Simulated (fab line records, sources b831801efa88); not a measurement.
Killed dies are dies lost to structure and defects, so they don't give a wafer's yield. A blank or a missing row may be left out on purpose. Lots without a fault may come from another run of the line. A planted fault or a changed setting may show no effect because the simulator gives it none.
Chamber matching | flow gf180mcu | GF_V1_CMP_26 on cmp-01: 4 sister chambers
The step polishes, stops on SiO2, t overpolish 15 s, target thk 0 nm. 14 wafers are shown with their chamber, then 7 later ones without.

WAFERS WITH THEIR CHAMBER
wafer  | chamber | motor_current_A (A) | platen_rpm (rpm) | time_to_endpoint_s (s)
L801.2 | 1       | 13.2                | 59.98            | 88.6
L801.5 | 3       | 10.4                | 60.02            | 90.0
L801.6 | 2       | 11.3                | 60.00            | 85.6
L802.1 | 1       | 13.4                | 60.00            | 85.4
L802.2 | 3       | 10.5                | 60.02            | 91.0
L802.4 | 0       | 10.9                | 60.04            | 83.0
L803.1 | 2       | 11.5                | 60.02            | 88.0
L803.5 | 1       | 13.1                | 60.01            | 86.6
L803.6 | 2       | 11.0                | 60.02            | 86.7
L807.1 | 3       | 10.1                | 60.02            | 86.2
L807.2 | 2       | 11.0                | 59.99            | 80.2
L807.4 | 1       | 12.9                | 60.01            | 79.0
L808.2 | 3       | 10.3                | 60.02            | 88.9
L808.5 | 0       | 10.7                | 60.00            | 86.6

SIGNATURES (means of the wafers above)
reading            | chamber 0 | chamber 1 | chamber 2 | chamber 3 | scatter within a chamber
motor_current_A    | 10.800    | 13.150    | 11.200    | 10.325    | 0.204
platen_rpm         | 60.0200   | 60.0000   | 60.0075   | 60.0200   | 0.0144
time_to_endpoint_s | 84.800    | 84.900    | 85.125    | 89.025    | 3.26
Rule: a wafer's distance from a chamber is the root of the sum, over the readings, of the square of ((its reading less the chamber's mean) divided by the reading's scatter). The wafer belongs to the nearest chamber; if the next one is less than 2 further off, it can't be placed. The scatter: the root of (the sum of the squares of (reading less its chamber's mean) over the shown wafers, divided by (wafers less chambers)).

WAFERS WITHOUT THEIR CHAMBER
wafer  | motor_current_A (A) | platen_rpm (rpm) | time_to_endpoint_s (s)
L808.6 | 12.7                | 60.02            | 83.3
L823.3 | 11.6                | 59.96            | 81.6
L823.5 | 11.0                | 59.99            | 88.3
L823.6 | 11.5                | 59.98            | 82.9
L824.2 | 10.2                | 60.04            | 85.9
L824.3 | 13.4                | 59.96            | 83.0
L824.5 | 10.8                | 60.02            | 82.4

WHICH CHAMBER EACH WENT THROUGH
wafer  | from the rows above     | in truth
L808.6 | 1                       | 1
L823.3 | can't be placed: 2 or 0 | 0
L823.5 | can't be placed: 2 or 0 | 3
L823.6 | can't be placed: 2 or 0 | 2
L824.2 | can't be placed: 3 or 0 | 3
L824.3 | 1                       | 1
L824.5 | can't be placed: 0 or 2 | 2
Placed correctly: 2 of 7. Can't be placed from these rows: 5 (the true chamber is among the candidates in 4). Placed wrongly: 0.
